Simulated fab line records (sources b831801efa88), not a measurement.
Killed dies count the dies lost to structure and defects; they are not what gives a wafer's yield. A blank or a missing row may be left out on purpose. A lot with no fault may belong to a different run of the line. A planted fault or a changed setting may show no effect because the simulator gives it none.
fab line records	flow sky130
[record] lots = 6	wafers = 17	last_day = 49
route steps=708 shown VT_ADJUST_LVTN@113 VT_ADJUST_NCORE@119 PAD_OPEN@708
lots with no fault: from the same line, run without faults
start_h: the number of hours between the record's first day and the start of the first shown wafer of the lot	wait_h: how many hours have passed since the lot's step before this one	" same as the row above	L1.1+2: one row covering several wafers at once	- no value present, or no start provided	* or withheld: withheld	< > ~ a bound
route shown NAME@n: NAME is a module with steps in the file, n the number in the route of the first one	usual: mean/standard deviation of fault-free wafers	same: alike in all rows	chamber/n: place in a boat	sites: readings site by site	_std_site: standard deviation of those values	_edge_site: mean of outer sites minus mean of inner sites	radius_mm: how far each site lies from the wafer's centre	mask NAME#n: copy n	behind: the most recent tool/chamber to have shaped the wafer	hold: why the lot was held/for how many hours/how that ended	device: transistor that didn't switch, given as n, p or np	end of line: the same wafers' tests at the end of the route	step lacking rows: just its recipe	killed: not the wafer's yield, but the dies lost to structure and defects at the first sort	map: dies across one wafer; x = killed, . = not, _ = none there
set.NAME: setting as actually run; set.NAME@STEP: the setting as run at that earlier step	model.NAME: the simulator's own value behind a step, which no gauge read
lots at some steps of the route; a table a step, a row a wafer
services: a tool's chamber out of use, with start hour (start_h, from the record's first day; less than 0 if before it), hours out, and reason
[[steps]]
[step SKY_VT_ADJUST_LVTN_PEB_16]
[recipe] temp_c = withheld	time_s = *	resist = NOVOLAK
[step SKY_VT_ADJUST_LVTN_DEVELOP_17]
[recipe] resist = NOVOLAK	developer = TMAH	develop_time_s = 60	dev_temp_c = 23
[step SKY_VT_ADJUST_LVTN_OVL_MEAS_18]
[usual] VT_ADJUST_LVTN_01_OVL = 0.3/1.9
lot.wafer	tool	chamber	start_h	wait_h	VT_ADJUST_LVTN_01_OVL[nm]
L445.2	overlay-02	-	168.36	0.1	-2.8
L445.5	"	-	"	"	-1.7
L445.6	"	-	"	"	-1.8
L453.1	overlay-01	-	224.75	0.1	2.4
L453.4	"	-	"	"	4.8
L454.2	overlay-01	-	231.81	0.1	3.1
L454.3	"	-	"	"	2.2
L454.4	"	-	"	"	2.3
L461.1	overlay-02	-	278.16	0.1	0.3
L461.2	"	-	"	"	1.5
L461.5	"	-	"	"	0.3
L462.2	overlay-01	-	283.67	0.1	2.2
L462.3	"	-	"	"	0.1
L462.4	"	-	"	"	-1.5
L465.1	overlay-01	-	302.01	0.1	3.3
L465.3	"	-	"	"	2.9
L465.5	"	-	"	"	0.9
[step SKY_VT_ADJUST_LVTN_IMPLANT_19]
[recipe] species = B	energy_kev = 30	dose_cm2 = 6.5e+11	tilt_deg = withheld
[step SKY_VT_ADJUST_LVTN_STRIP_20]
[recipe] chemistry = O2/N2	power_w = 1400	pressure_mtorr = 1500	platen_temp_c = withheld	o2_flow_sccm = 3000	n2_flow_sccm = 300	overash_fraction = 0.5
[usual] drypump_motor_current_A = 5.7/0.42	o2_flow_sccm = 3002/8.3	oes_product_au = 0.716/0.0047	strip_time_to_endpoint_s = 14.20/0.04
lot.wafer	tool	chamber	start_h	wait_h	drypump_motor_current_A	o2_flow_sccm	oes_product_au	rf_hours_counter_h	strip_time_to_endpoint_s
L445.2	plasma_asher-04	1	168.54	0.1	5.8	3002	0.704	5	14.15
L445.5	"	0	"	"	5.7	3005	0.722	-	14.17
L445.6	"	1	"	"	5.8	2990	0.718	-	14.16
L453.1	plasma_asher-01	1	224.94	0.1	5.4	2992	0.715	53	14.21
L453.4	"	1	"	"	5.4	2980	0.721	-	14.26
L454.2	plasma_asher-03	1	231.99	0.1	5.4	2999	0.712	54	14.20
L454.3	"	1	"	"	5.4	3013	0.720	-	14.21
L454.4	"	0	"	"	6.4	3007	0.718	-	14.21
L461.1	plasma_asher-01	0	278.35	0.1	5.2	3005	0.720	58	14.13
L461.2	"	1	"	"	5.4	2996	0.719	58	14.13
L461.5	"	1	"	"	5.4	2992	0.716	-	14.15
L462.2	plasma_asher-04	0	283.85	0.1	5.6	3002	0.716	16	14.21
L462.3	"	1	"	"	5.9	3004	0.714	-	14.26
L462.4	"	0	"	"	5.6	3004	0.718	-	14.21
L465.1	plasma_asher-03	0	302.20	0.1	6.5	3004	0.716	61	14.27
L465.3	"	1	"	"	5.4	2991	0.714	-	14.23
L465.5	"	0	"	"	6.4	3006	0.716	-	14.20
[step SKY_VT_ADJUST_LVTN_TW_MEAS_21]
[usual] VT_ADJUST_LVTN_2_TW = 189.7/1.2
lot.wafer	tool	chamber	start_h	wait_h	VT_ADJUST_LVTN_2_TW
L445.2	film_metro-03	-	168.65	0.1	189.5
L445.5	"	-	"	"	189.9
L445.6	"	-	"	"	188.4
L453.1	film_metro-01	-	225.04	0.1	188.3
L453.4	"	-	"	"	187.4
L454.2	film_metro-03	-	232.10	0.1	190.5
L454.3	"	-	"	"	191.3
L454.4	"	-	"	"	190.4
L461.1	film_metro-03	-	278.45	0.1	190.1
L461.2	"	-	"	"	190.5
L461.5	"	-	"	"	190.7
L462.2	film_metro-03	-	283.96	0.1	189.9
L462.3	"	-	"	"	190.1
L462.4	"	-	"	"	191.3
L465.1	film_metro-04	-	302.30	0.1	191.3
L465.3	"	-	"	"	190.7
L465.5	"	-	"	"	190.5
[step SKY_VT_ADJUST_NCORE_DEHYDRATE_00]
[recipe] temp_c = 200	time_s = 60
[step SKY_VT_ADJUST_NCORE_HMDS_01]
[recipe] prime_time_s = 60	prime_temp_c = 120
[step SKY_VT_ADJUST_NCORE_COAT_02]
[recipe] resist = NOVOLAK	spin_rpm = 3000	resist_thk_nm = 1140
[step SKY_VT_ADJUST_NCORE_SOFTBAKE_03]
[recipe] temp_c = 90	time_s = 60	resist = NOVOLAK
[step SKY_VT_ADJUST_NCORE_EXPOSE_04]
[recipe] mask_id = LVTN_COMPLEMENT_THIN	na = 0.6	source_shape = conventional	sigma_outer = 0.6	polarization = unpolarized	target_cd_nm = 380	dose_mj = 139
[step SKY_VT_ADJUST_NCORE_PEB_05]
[recipe] temp_c = withheld	time_s = *	resist = NOVOLAK
[step SKY_VT_ADJUST_NCORE_DEVELOP_06]
[recipe] resist = NOVOLAK	developer = TMAH	develop_time_s = 60	dev_temp_c = 23
lot.wafer	tool	chamber	start_h	wait_h
L445.2+5+6	litho_track-01	0	188.29	0.1
L453.1+4	litho_track-01	0	247.21	0.1
L454.2+3+4	litho_track-01	0	255.54	0.1
L461.1+2+5	litho_track-03	0	303.22	0.1
L462.2+3+4	litho_track-03	0	308.80	0.1
L465.1+3+5	litho_track-03	0	328.12	0.1
[step SKY_VT_ADJUST_NCORE_CD_MEAS_07]
[recipe] target_cd_nm = 380
[usual] cd_nm = 379.8/2.3
lot.wafer	tool	chamber	start_h	wait_h	cd_nm
L445.2	cd_sem-01	-	188.43	0.1	378.0
L445.5	"	-	"	"	380.5
L445.6	"	-	"	"	378.2
L453.1	cd_sem-01	-	247.36	0.1	-
L453.4	"	-	"	"	-
L454.2	cd_sem-02	-	255.68	0.1	381.7
L454.3	"	-	"	"	383.4
L454.4	"	-	"	"	-
L461.1	cd_sem-02	-	303.37	0.1	381.1
L461.2	"	-	"	"	380.6
L461.5	"	-	"	"	381.3
L462.2	cd_sem-01	-	308.94	0.1	382.7
L462.3	"	-	"	"	382.4
L462.4	"	-	"	"	382.1
L465.1	cd_sem-01	-	328.27	0.1	381.6
L465.3	"	-	"	"	382.5
L465.5	"	-	"	"	383.9
[step SKY_VT_ADJUST_NCORE_OVL_MEAS_08]
[usual] VT_ADJUST_NCORE_OVL = 0.3/1.4
lot.wafer	tool	chamber	start_h	wait_h	VT_ADJUST_NCORE_OVL[nm]
L445.2	overlay-01	-	188.54	0.1	1.3
L445.5	"	-	"	"	1.7
L445.6	"	-	"	"	2.0
L453.1	overlay-02	-	247.48	0.1	-
L453.4	"	-	"	"	-
L454.2	overlay-02	-	255.79	0.1	-2.4
L454.3	"	-	"	"	1.0
L454.4	"	-	"	"	-
L461.1	overlay-01	-	303.49	0.1	-0.1
L461.2	"	-	"	"	0.3
L461.5	"	-	"	"	-3.2
L462.2	overlay-02	-	309.05	0.1	1.1
L462.3	"	-	"	"	0.2
L462.4	"	-	"	"	0.6
L465.1	overlay-02	-	328.39	0.1	1.5
L465.3	"	-	"	"	1.5
L465.5	"	-	"	"	1.0
[step SKY_VT_ADJUST_NCORE_IMPLANT_09]
[recipe] species = B	energy_kev = 10	dose_cm2 = 2.4e+12	tilt_deg = withheld
[step SKY_VT_ADJUST_NCORE_STRIP_10]
[recipe] chemistry = O2/N2	power_w = 1400	pressure_mtorr = 1500	platen_temp_c = withheld	o2_flow_sccm = 3000	n2_flow_sccm = 300	overash_fraction = 0.5
[usual] drypump_motor_current_A = 5.7/0.5	o2_flow_sccm = 2999/9.5	oes_product_au = 0.715/0.0048	strip_time_to_endpoint_s = 14.20/0.044
lot.wafer	tool	chamber	start_h	wait_h	drypump_motor_current_A	o2_flow_sccm	oes_product_au	rf_hours_counter_h	strip_time_to_endpoint_s
L445.2	plasma_asher-03	0	188.72	0.1	6.4	3001	0.720	50	14.20
L445.5	"	1	"	"	5.4	3011	0.709	-	14.22
L445.6	"	0	"	"	6.4	2995	0.716	-	14.22
L453.1	plasma_asher-03	0	247.67	0.1	6.4	2983	0.713	56	14.26
L453.4	"	0	"	"	6.4	2992	0.715	-	14.26
L454.2	plasma_asher-03	1	255.97	0.1	5.4	2989	0.720	56	14.21
L454.3	"	0	"	"	6.4	2989	0.723	-	14.24
L454.4	"	1	"	"	5.4	2999	0.721	-	14.21
L461.1	plasma_asher-02	0	303.68	0.1	4.9	3003	0.721	50	14.15
L461.2	"	1	"	"	5.6	3014	0.718	50	14.20
L461.5	"	1	"	"	5.6	3015	0.712	-	14.17
L462.2	plasma_asher-02	0	309.23	0.1	4.9	2988	0.711	51	14.13
L462.3	"	1	"	"	5.6	3011	0.721	-	14.11
L462.4	"	0	"	"	4.9	2993	0.711	-	14.12
L465.1	plasma_asher-02	1	328.58	0.1	5.6	2999	0.720	52	14.21
L465.3	"	1	"	"	5.6	2997	0.719	-	14.18
L465.5	"	0	"	"	4.9	3004	0.714	-	14.23
[step SKY_VT_ADJUST_NCORE_TW_MEAS_11]
[usual] VT_ADJUST_NCORE_TW = 220.3/1.4
lot.wafer	tool	chamber	start_h	wait_h	hold	VT_ADJUST_NCORE_TW
L445.2	film_metro-01	-	188.83	0.1	-	219.6
L445.5	"	-	"	"	-	220.8
L445.6	"	-	"	"	-	219.3
L453.1	film_metro-04	-	247.77	0.1	await_dispo/0.2h/release	30.2
L453.4	"	-	"	"	await_dispo/0.2h/release	30.3
L453.1	film_metro-04	-	248.02	0.2	-	30.1
L453.4	"	-	"	"	-	30.3
L454.2	film_metro-01	-	256.08	0.1	await_dispo/0.2h/release	217.9
L454.3	"	-	"	"	await_dispo/0.2h/release	219.8
L454.4	"	-	"	"	await_dispo/0.2h/release	29.8
L454.2	film_metro-01	-	256.30	0.2	-	219.7
L454.3	"	-	"	"	-	219.7
L454.4	"	-	"	"	-	29.9
L461.1	film_metro-02	-	303.78	0.1	-	220.0
L461.2	"	-	"	"	-	221.2
L461.5	"	-	"	"	-	220.2
L462.2	film_metro-04	-	309.34	0.1	-	221.3
L462.3	"	-	"	"	-	221.1
L462.4	"	-	"	"	-	221.1
L465.1	film_metro-04	-	328.68	0.1	-	222.9
L465.3	"	-	"	"	-	222.0
L465.5	"	-	"	"	-	221.1
[step SKY_PAD_OPEN_PROBE_99]
[usual] killed_at_M0_to_M3 = 42/7.1	killed_at_M4_up = 3.3/1.9	killed_at_contacts = 24/5	killed_at_front_end = 15/4.7	killed_at_other = 0.3/0.61	killed_dies = 86/9.6	killed_on_rim = 17/3.8	killed_open = 47/7.5	killed_short = 38/6.6
[same] gross_dies = 492	killed_at_back_side = 0
lot.wafer	tool	chamber	start_h	wait_h	hold	killed_at_M0_to_M3	killed_at_M4_up	killed_at_contacts	killed_at_front_end	killed_at_other	killed_dies	killed_on_rim	killed_open	killed_short	model.etest.pfet_16v.r_on_ohm_um	model.etest.nfet_16v.r_on_ohm_um	model.etest.pfet_g5v0d10v5.r_on_ohm_um	model.etest.tip_p.rs_ohm_sq	model.etest.pfet_01v8.r_on_ohm_um	model.etest.res_pwell_under_gate.rs_ohm_sq	model.etest.nfet_g5v0d10v5.r_on_ohm_um	model.etest.tip_p_5v.rs_ohm_sq
L445.2	prober-01	-	1084.18	0.1	-	46	3	20	22	0	91	17	43	48	1.482e+04	1.395e+04	4681	7076	2916	2274	1865	2826
L445.5	prober-01	-	1084.33	0.2	-	42	4	23	20	0	89	17	54	35	1.477e+04	1.4e+04	4703	6949	2936	2279	1871	2820
L445.6	prober-01	-	1084.38	0.2	-	44	2	31	20	0	97	18	58	38	1.474e+04	1.383e+04	4669	6962	2848	2292	1837	2855
L453.1	prober-01	-	1133.12	0.1	await_dispo/3.1h/release	49	1	34	408	0	492	96	52	46	1.84e+04	1.108e+04	6032	7790	3469	2593	1624	3076
L453.4	prober-01	-	1133.27	0.2	await_dispo/3.1h/release	48	3	28	413	0	492	96	48	47	1.848e+04	1.117e+04	5938	7774	3441	2603	1595	3065
L454.2	prober-02	-	1141.08	0.1	await_dispo/2.4h/release	38	1	28	17	1	85	13	50	34	1.547e+04	1.415e+04	4819	6881	2965	2262	1906	2839
L454.3	prober-02	-	1141.13	0.2	await_dispo/2.4h/release	44	3	30	14	0	91	15	53	38	1.505e+04	1.423e+04	4647	6863	2843	2256	1878	2854
L454.4	prober-02	-	1141.18	0.2	await_dispo/2.4h/release	35	4	36	417	0	492	96	46	39	1.878e+04	1.111e+04	5955	7714	3260	2564	1569	3084
L461.1	prober-01	-	1177.27	0.1	-	33	3	21	13	0	70	12	48	22	1.526e+04	1.401e+04	4824	6813	2914	2298	1886	2876
L461.2	prober-01	-	1177.32	0.1	-	41	3	20	13	2	79	14	44	33	1.478e+04	1.393e+04	4881	6841	2943	2303	1893	2868
L461.5	prober-01	-	1177.47	0.2	-	40	2	22	13	0	77	15	40	37	1.548e+04	1.412e+04	4876	6889	2964	2304	1882	2873
L462.2	prober-02	-	1179.30	0.1	-	43	3	21	23	0	90	13	51	39	1.543e+04	1.39e+04	4748	6957	2873	2298	1856	2872
L462.3	prober-02	-	1179.35	0.2	-	60	3	27	14	0	104	20	69	35	1.497e+04	1.394e+04	4714	6952	2882	2284	1870	2872
L462.4	prober-02	-	1179.40	0.2	-	39	0	35	24	1	99	22	55	44	1.521e+04	1.393e+04	4805	6892	2903	2286	1883	2884
L465.1	prober-01	-	1187.08	0.1	-	35	5	22	11	0	73	14	36	37	1.509e+04	1.386e+04	4753	6946	2862	2300	1866	2841
L465.3	prober-01	-	1187.18	0.2	-	45	7	20	12	0	84	20	44	40	1.487e+04	1.391e+04	4748	6944	2902	2291	1874	2838
L465.5	prober-01	-	1187.28	0.2	-	28	3	16	13	0	60	13	29	31	1.518e+04	1.406e+04	4786	7004	2883	2302	1885	2850
// killed by level:class
L445.2 CONTACT:geometric_particle:open=9 VIA1:geometric_particle:short=9 VIA1:geometric_particle:open=9 FIELD_ISO:geometric_particle:short=8 POLY_GATE:geometric_particle:short=6 CONTACT:geometric_particle:short=6 METAL2:geometric_particle:short=6 VIA2:geometric_particle:open=6
L445.5 VIA2:geometric_particle:open=13 CONTACT:geometric_particle:open=11 VIA1:geometric_particle:open=8 POLY_GATE:geometric_particle:short=6 LI_CONTACT:geometric_particle:open=6 VIA2:geometric_particle:short=5 FIELD_ISO:geometric_particle:short=4 FIELD_ISO:geometric_particle:open=4
L445.6 CONTACT:geometric_particle:open=12 VIA2:geometric_particle:open=11 LI_CONTACT:geometric_particle:open=9 VIA3:geometric_particle:open=8 METAL1:geometric_particle:short=7 CONTACT:geometric_particle:short=6 VIA1:geometric_particle:open=6 FIELD_ISO:geometric_particle:short=5
L453.1 VT_ADJUST_NCORE:area_develop=394 CONTACT:geometric_particle:open=12 LI_CONTACT:geometric_particle:open=9 CONTACT:geometric_particle:short=8 VIA2:geometric_particle:open=8 VIA1:geometric_particle:short=7 VIA2:geometric_particle:short=7 METAL2:geometric_particle:short=6
L453.4 VT_ADJUST_NCORE:area_develop=397 METAL2:geometric_particle:short=12 CONTACT:geometric_particle:open=9 LI_CONTACT:geometric_particle:open=8 VIA1:geometric_particle:open=7 VIA2:geometric_particle:open=6 VIA3:geometric_particle:open=6 CONTACT:geometric_particle:short=5
L454.2 CONTACT:geometric_particle:open=11 VIA1:geometric_particle:open=7 LI_CONTACT:geometric_particle:open=5 CONTACT:geometric_particle:short=5 FIELD_ISO:geometric_particle:open=4 LOCAL_INTERCONNECT:geometric_particle:short=4 VIA1:geometric_particle:short=4 METAL1:geometric_particle:short=4
L454.3 CONTACT:geometric_particle:open=12 VIA1:geometric_particle:open=12 LI_CONTACT:geometric_particle:open=8 METAL1:geometric_particle:short=8 FIELD_ISO:geometric_particle:open=7 VIA2:geometric_particle:open=6 CONTACT:geometric_particle:short=5 VIA1:geometric_particle:short=5
L454.4 VT_ADJUST_NCORE:area_develop=407 CONTACT:geometric_particle:open=14 LI_CONTACT:geometric_particle:open=8 CONTACT:geometric_particle:short=7 VIA1:geometric_particle:open=7 METAL2:geometric_particle:short=6 VIA2:geometric_particle:open=6 LI_CONTACT:geometric_particle:short=5
L461.1 CONTACT:geometric_particle:open=8 LI_CONTACT:geometric_particle:open=7 VIA1:geometric_particle:open=7 VIA3:geometric_particle:open=7 METAL3:geometric_particle:short=5 SPACER:geometric_particle:open=4 VIA2:geometric_particle:open=4 METAL1:geometric_particle:short=3
L461.2 VIA1:geometric_particle:open=9 VIA2:geometric_particle:open=9 FIELD_ISO:geometric_particle:open=6 LI_CONTACT:geometric_particle:open=6 CONTACT:geometric_particle:open=5 VIA1:geometric_particle:short=5 METAL2:geometric_particle:short=5 VIA3:geometric_particle:open=4
L461.5 LI_CONTACT:geometric_particle:open=8 VIA2:geometric_particle:open=6 VIA1:geometric_particle:open=6 VIA1:geometric_particle:short=6 CONTACT:geometric_particle:short=5 CONTACT:geometric_particle:open=5 POLY_GATE:geometric_particle:open=4 METAL1:geometric_particle:short=4
L462.2 VIA1:geometric_particle:open=10 VIA3:geometric_particle:open=10 CONTACT:geometric_particle:open=8 FIELD_ISO:geometric_particle:open=7 POLY_GATE:geometric_particle:open=5 POLY_GATE:geometric_particle:short=5 METAL2:geometric_particle:short=5 VIA1:geometric_particle:short=5
L462.3 VIA1:geometric_particle:open=16 CONTACT:geometric_particle:open=11 LI_CONTACT:geometric_particle:open=9 VIA3:geometric_particle:open=9 VIA2:geometric_particle:open=7 METAL2:geometric_particle:short=6 FIELD_ISO:geometric_particle:open=4 LI_CONTACT:geometric_particle:short=4
L462.4 LI_CONTACT:geometric_particle:open=11 CONTACT:geometric_particle:open=9 METAL2:geometric_particle:short=9 VIA1:geometric_particle:open=7 CONTACT:geometric_particle:short=6 POLY_GATE:geometric_particle:open=5 LI_CONTACT:geometric_particle:short=5 METAL1:geometric_particle:short=5
L465.1 CONTACT:geometric_particle:open=11 METAL1:geometric_particle:short=8 LI_CONTACT:geometric_particle:open=6 VIA1:geometric_particle:open=6 VIA1:geometric_particle:short=5 METAL4:geometric_particle:short=5 METAL2:geometric_particle:short=5 VIA2:geometric_particle:open=4
L465.3 VIA1:geometric_particle:open=10 METAL4:geometric_particle:short=6 LI_CONTACT:geometric_particle:open=6 CONTACT:geometric_particle:open=5 VIA1:geometric_particle:short=5 METAL2:geometric_particle:short=5 VIA2:geometric_particle:short=5 VIA2:geometric_particle:open=5
L465.5 LI_CONTACT:geometric_particle:open=7 CONTACT:geometric_particle:open=6 VIA3:geometric_particle:open=5 POLY_GATE:geometric_particle:short=4 VIA1:geometric_particle:open=4 METAL2:geometric_particle:short=4 METAL3:geometric_particle:short=4 POLY_GATE:geometric_particle:open=3
// map L453.1 (x killed, . not)
__________xxxxxxxxxx_________
________xxxxxxxxxxxxxx_______
______xxxxxxxxxxxxxxxxxx_____
_____xxxxxxxxxxxxxxxxxxxx____
____xxxxxxxxxxxxxxxxxxxxxx___
___xxxxxxxxxxxxxxxxxxxxxxxx__
__xxxxxxxxxxxxxxxxxxxxxxxxxx_
_xxxxxxxxxxxxxxxxxxxxxxxxxxxx
_xxxxxxxxxxxxxxxxxxxxxxxxxxxx
_xxxxxxxxxxxxxxxxxxxxxxxxxxxx
_xxxxxxxxxxxxxxxxxxxxxxxxxxxx
_xxxxxxxxxxxxxxxxxxxxxxxxxxxx
_xxxxxxxxxxxxxxxxxxxxxxxxxxxx
_xxxxxxxxxxxxxxxxxxxxxxxxxxxx
_xxxxxxxxxxxxxxxxxxxxxxxxxxxx
__xxxxxxxxxxxxxxxxxxxxxxxxxx_
___xxxxxxxxxxxxxxxxxxxxxxxx__
____xxxxxxxxxxxxxxxxxxxxxx___
_____xxxxxxxxxxxxxxxxxxxx____
______xxxxxxxxxxxxxxxxxx_____
________xxxxxxxxxxxxxx_______
__________xxxxxxxxxx_________
// map L454.4 (x killed, . not)
__________xxxxxxxxxx_________
________xxxxxxxxxxxxxx_______
______xxxxxxxxxxxxxxxxxx_____
_____xxxxxxxxxxxxxxxxxxxx____
____xxxxxxxxxxxxxxxxxxxxxx___
___xxxxxxxxxxxxxxxxxxxxxxxx__
__xxxxxxxxxxxxxxxxxxxxxxxxxx_
_xxxxxxxxxxxxxxxxxxxxxxxxxxxx
_xxxxxxxxxxxxxxxxxxxxxxxxxxxx
_xxxxxxxxxxxxxxxxxxxxxxxxxxxx
_xxxxxxxxxxxxxxxxxxxxxxxxxxxx
_xxxxxxxxxxxxxxxxxxxxxxxxxxxx
_xxxxxxxxxxxxxxxxxxxxxxxxxxxx
_xxxxxxxxxxxxxxxxxxxxxxxxxxxx
_xxxxxxxxxxxxxxxxxxxxxxxxxxxx
__xxxxxxxxxxxxxxxxxxxxxxxxxx_
___xxxxxxxxxxxxxxxxxxxxxxxx__
____xxxxxxxxxxxxxxxxxxxxxx___
_____xxxxxxxxxxxxxxxxxxxx____
______xxxxxxxxxxxxxxxxxx_____
________xxxxxxxxxxxxxx_______
__________xxxxxxxxxx_________
[[services]]
tool	chamber	start_h	hours	kind
litho_track-03	-	168.48	-	consumable_replace:filter
plasma_asher-02	-	256.33	1.9	repair
plasma_asher-02	-	318.52	7.1	repair
[[key]]
[first_sign] step = SKY_VT_ADJUST_NCORE_CD_MEAS_07	reading = cd_nm	direction = missing
[effect] step = SKY_VT_ADJUST_NCORE_OVL_MEAS_08	reading = VT_ADJUST_NCORE_OVL	direction = missing
[effect] step = SKY_VT_ADJUST_NCORE_TW_MEAS_11	reading = visit	direction = added
[effect] step = SKY_VT_ADJUST_NCORE_TW_MEAS_11	reading = VT_ADJUST_NCORE_TW	direction = down	sigmas = 99+	usual = 220.3	struck = 30.1
[effect] step = SKY_PAD_OPEN_PROBE_99	reading = killed_at_front_end	direction = up	sigmas = 84	usual = 15	struck = 413
[model_effect] step = SKY_PAD_OPEN_PROBE_99	value = etest.pfet_16v.r_on_ohm_um	without = 1.514e+04	struck = 1.855e+04
[more_kills_born_at] SKY_VT_ADJUST_NCORE_DEVELOP_06@litho_track-01 = 1198
met_at SKY_VT_ADJUST_NCORE_DEVELOP_06
struck_wafers L453.1,L453.4,L454.4
tester_left_out L453,L454
onset_between 188.29 247.21
[fault] kind = process_parameter_drift	tool = litho_track-01	chamber = -	onset_h = 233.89	steps = SKY_VT_ADJUST_NCORE_DEVELOP_06	channel = develop_time_s	offset = *	shape = step	end_h = 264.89	scope = struck_wafers_only	acts_in = *	stated = *
// tester_left_out: of these lots the tester's yield and bins aren't shown, on N5 and GAA mostly nor the transistor test; their killed dies are dies lost to structure and defects alone, not to doping, threshold or leakage, so they don't give the yield
